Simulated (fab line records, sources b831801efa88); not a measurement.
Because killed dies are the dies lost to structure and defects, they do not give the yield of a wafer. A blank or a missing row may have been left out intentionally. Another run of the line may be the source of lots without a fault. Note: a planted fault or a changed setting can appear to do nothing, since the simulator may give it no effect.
Which tool is to blame? / flow sky130 / Sampling: 11 lots, 33 wafers, 5 of 708 route steps

== WHAT THE GAUGES SHOWED, per wafer ==
SKY_POLY_GATE_OVL_MEAS_14.
lot=L271; measured=day 16 10:57; on=overlay-02; POLY_GATE_OVL (nm)=4 6 5
lot=L272; measured=day 16 17:54; on=overlay-02; POLY_GATE_OVL (nm)=5 2 -6
lot=L273; measured=day 17 01:29; on=overlay-01; POLY_GATE_OVL (nm)=7 19 16
lot=L275; measured=day 17 23:34; on=overlay-01; POLY_GATE_OVL (nm)=7 7 4
lot=L279; measured=day 19 05:36; on=overlay-01; POLY_GATE_OVL (nm)=10 -1 3
lot=L281; measured=day 19 22:41; on=overlay-01; POLY_GATE_OVL (nm)=6 5 6
lot=L282; measured=day 20 12:22; on=overlay-01; POLY_GATE_OVL (nm)=4 -1 -5
lot=L286; measured=day 22 05:35; on=overlay-01; POLY_GATE_OVL (nm)=13 7 6
lot=L288; measured=day 22 22:32; on=overlay-01; POLY_GATE_OVL (nm)=5 2 11
lot=L289; measured=day 23 11:04; on=overlay-02; POLY_GATE_OVL (nm)=9 4 13
lot=L294; measured=day 24 17:16; on=overlay-02; POLY_GATE_OVL (nm)=8 6 12

SKY_CAPM_THK_MEAS_01.
lot=L271; measured=day 36 09:18; on=film metro-03; CAPM_CVD_00_THK (nm)=15.30 15.31 15.56
lot=L272; measured=day 36 13:37; on=film metro-03; CAPM_CVD_00_THK (nm)=15.71 15.45 15.95
lot=L273; measured=day 36 21:24; on=film metro-02; CAPM_CVD_00_THK (nm)=15.33 15.32 15.58
lot=L275; measured=day 37 21:32; on=film metro-03; CAPM_CVD_00_THK (nm)=15.46 15.66 15.81
lot=L279; measured=day 38 17:19; on=film metro-02; CAPM_CVD_00_THK (nm)=15.40 15.66 15.72
lot=L281; measured=day 39 10:22; on=film metro-03; CAPM_CVD_00_THK (nm)=15.02 15.19 15.19
lot=L282; measured=day 39 18:46; on=film metro-02; CAPM_CVD_00_THK (nm)=15.24 15.72 15.92
lot=L286; measured=day 41 01:42; on=film metro-01; CAPM_CVD_00_THK (nm)=7.07 15.42 15.60
lot=L288; measured=day 41 15:44; on=film metro-01; CAPM_CVD_00_THK (nm)=15.49 15.39 7.46
lot=L289; measured=day 42 03:20; on=film metro-02; CAPM_CVD_00_THK (nm)=15.46 15.65 15.54
lot=L294; measured=day 43 06:11; on=film metro-02; CAPM_CVD_00_THK (nm)=15.66 15.59 15.70

SKY_METAL3_OVL_MEAS_14.
lot=L271; measured=day 38 13:32; on=overlay-02; METAL3_OVL (nm)=15 9 10
lot=L272; measured=day 38 17:05; on=overlay-02; METAL3_OVL (nm)=2 3 10
lot=L273; measured=day 39 01:02; on=overlay-01; METAL3_OVL (nm)=-7 -4 2
lot=L275; measured=day 40 00:35; on=overlay-02; METAL3_OVL (nm)=5 6 7
lot=L279; measured=day 40 19:50; on=overlay-02; METAL3_OVL (nm)=-1 -6 -2
lot=L281; measured=day 41 11:59; on=overlay-02; METAL3_OVL (nm)=6 13 -2
lot=L282; measured=day 41 20:21; on=overlay-02; METAL3_OVL (nm)=-1 -8 -1
lot=L286; measured=day 43 02:26; on=overlay-01; METAL3_OVL (nm)=-9 -4 -10
lot=L288; measured=day 43 15:35; on=overlay-01; METAL3_OVL (nm)=-8 -9 -13
lot=L289; measured=day 44 02:44; on=overlay-02; METAL3_OVL (nm)=-2 -3 -5
lot=L294; measured=day 45 03:34; on=overlay-02; METAL3_OVL (nm)=-4 -4 -11

== WHICH TOOL RAN EACH LOT (tool, then ch and the chambers of the sampled wafers, then the start) ==
lot=L271; SKY_VIA2_ETCH_14=rie diel-01 ch 1,3, day 36 07:23; SKY_CAPM_CVD_00=pecvd-04 ch 0,1,2, day 36 09:17
lot=L272; SKY_VIA2_ETCH_14=rie diel-01 ch 0,1,3, day 36 12:02; SKY_CAPM_CVD_00=pecvd-04 ch 0,2, day 36 13:35
lot=L273; SKY_VIA2_ETCH_14=rie diel-01 ch 1,3, day 36 19:38; SKY_CAPM_CVD_00=pecvd-03 ch 0,2, day 36 21:22
lot=L275; SKY_VIA2_ETCH_14=rie diel-02 ch 1,2, day 37 19:59; SKY_CAPM_CVD_00=pecvd-03 ch 1,2, day 37 21:30
lot=L279; SKY_VIA2_ETCH_14=rie diel-02 ch 1,3, day 38 15:31; SKY_CAPM_CVD_00=pecvd-04 ch 0,1, day 38 17:18
lot=L281; SKY_VIA2_ETCH_14=rie diel-04 ch 1,2,3, day 39 08:44; SKY_CAPM_CVD_00=pecvd-03 ch 1,2, day 39 10:21
lot=L282; SKY_VIA2_ETCH_14=rie diel-04 ch 2,3, day 39 17:10; SKY_CAPM_CVD_00=pecvd-04 ch 2, day 39 18:44
lot=L286; SKY_VIA2_ETCH_14=rie diel-01 ch 0,2,3, day 40 23:56; SKY_CAPM_CVD_00=pecvd-04 ch 0,1, day 41 01:40
lot=L288; SKY_VIA2_ETCH_14=rie diel-02 ch 0,1,2, day 41 14:08; SKY_CAPM_CVD_00=pecvd-04 ch 0,1,2, day 41 15:43
lot=L289; SKY_VIA2_ETCH_14=rie diel-01 ch 0,1,2, day 42 01:47; SKY_CAPM_CVD_00=pecvd-02 ch 1,2, day 42 03:19
lot=L294; SKY_VIA2_ETCH_14=rie diel-01 ch 1,2,3, day 43 04:36; SKY_CAPM_CVD_00=pecvd-03 ch 0,1,2, day 43 06:09
- SKY_VIA2_ETCH_14: etches BARC in N2/H2, stops on SiO2, time 45.9 s, target depth 60 nm.
- SKY_CAPM_CVD_00: deposits SiO2, target thk 15.5 nm.

== AS READ BY THE TOOLS THEMSELVES (means over the sampled wafers that have a number; for cases with no such wafer, the mark the record gives instead) ==
SKY_VIA2_ETCH_14.
lot=L271; tool=rie diel-01; drypump motor current A (A)=5.5; n2 flow sccm (sccm)=100.0; oes product au (a.u.)=0.852; throttle valve pct (%)=13.222
lot=L272; tool=rie diel-01; drypump motor current A (A)=5.6; n2 flow sccm (sccm)=100.0; oes product au (a.u.)=0.856; throttle valve pct (%)=13.231
lot=L273; tool=rie diel-01; drypump motor current A (A)=5.5; n2 flow sccm (sccm)=100.2; oes product au (a.u.)=0.856; throttle valve pct (%)=13.223
lot=L275; tool=rie diel-02; drypump motor current A (A)=5.8; n2 flow sccm (sccm)=99.8; oes product au (a.u.)=0.854; throttle valve pct (%)=13.229
lot=L279; tool=rie diel-02; drypump motor current A (A)=5.9; n2 flow sccm (sccm)=100.1; oes product au (a.u.)=0.859; throttle valve pct (%)=13.236
lot=L281; tool=rie diel-04; drypump motor current A (A)=5.8; n2 flow sccm (sccm)=100.0; oes product au (a.u.)=0.855; throttle valve pct (%)=13.226
lot=L282; tool=rie diel-04; drypump motor current A (A)=6.2; n2 flow sccm (sccm)=100.4; oes product au (a.u.)=0.860; throttle valve pct (%)=13.217
lot=L286; tool=rie diel-01; drypump motor current A (A)=5.6; n2 flow sccm (sccm)=100.0; oes product au (a.u.)=0.858; throttle valve pct (%)=13.219
lot=L288; tool=rie diel-02; drypump motor current A (A)=5.6; n2 flow sccm (sccm)=100.0; oes product au (a.u.)=0.859; throttle valve pct (%)=13.236
lot=L289; tool=rie diel-01; drypump motor current A (A)=5.8; n2 flow sccm (sccm)=99.9; oes product au (a.u.)=0.849; throttle valve pct (%)=13.220
lot=L294; tool=rie diel-01; drypump motor current A (A)=5.7; n2 flow sccm (sccm)=100.2; oes product au (a.u.)=0.851; throttle valve pct (%)=13.225

SKY_CAPM_CVD_00.
lot=L271; tool=pecvd-04; heater power w (W)=727
lot=L272; tool=pecvd-04; heater power w (W)=732
lot=L273; tool=pecvd-03; heater power w (W)=810
lot=L275; tool=pecvd-03; heater power w (W)=679
lot=L279; tool=pecvd-04; heater power w (W)=753
lot=L281; tool=pecvd-03; heater power w (W)=762
lot=L282; tool=pecvd-04; heater power w (W)=748
lot=L286; tool=pecvd-04; heater power w (W)=747
lot=L288; tool=pecvd-04; heater power w (W)=759
lot=L289; tool=pecvd-02; heater power w (W)=677
lot=L294; tool=pecvd-03; heater power w (W)=708

== THE ANSWER, worked out from the rows above alone ==
Rule: what is usual is taken from the lots themselves. Put in order of their means at a reading, lots are off if they are a third of the lots or fewer, leave a main group of 4 or more, and stand apart from it by a gap of 3 or more times the standard deviation of the main group's means; of several such gaps the widest counts. If all means in a main group match to the digits the tables above print for the reading, that group is not used. Also off: a lot with no number at a reading for which 4 or more lots have one. The other lots that the step has rows for count as sound. First the gauges in route order, then the tools' own readings, where a lot's mean is used as printed above. The first step at which some lot is off is used, and at that step the reading that is off furthest; a lot without a number counts as furthest.
Off: L286, L288, at SKY_CAPM_THK_MEAS_01 (CAPM_CVD_00_THK). For the main group the mean is 15.52 nm and the standard deviation 0.17.
If a tool, at a process step before that reading, ran all the lots that are off and no sound lot after the first of them, it fits. The gauges at SKY_CAPM_THK_MEAS_01 are tried like those tools. Can't be told from this: 2 tools fit, pecvd-04 at SKY_CAPM_CVD_00, film metro-01 at SKY_CAPM_THK_MEAS_01.

== WHAT WAS PUT IN BY THE SIMULATOR ==
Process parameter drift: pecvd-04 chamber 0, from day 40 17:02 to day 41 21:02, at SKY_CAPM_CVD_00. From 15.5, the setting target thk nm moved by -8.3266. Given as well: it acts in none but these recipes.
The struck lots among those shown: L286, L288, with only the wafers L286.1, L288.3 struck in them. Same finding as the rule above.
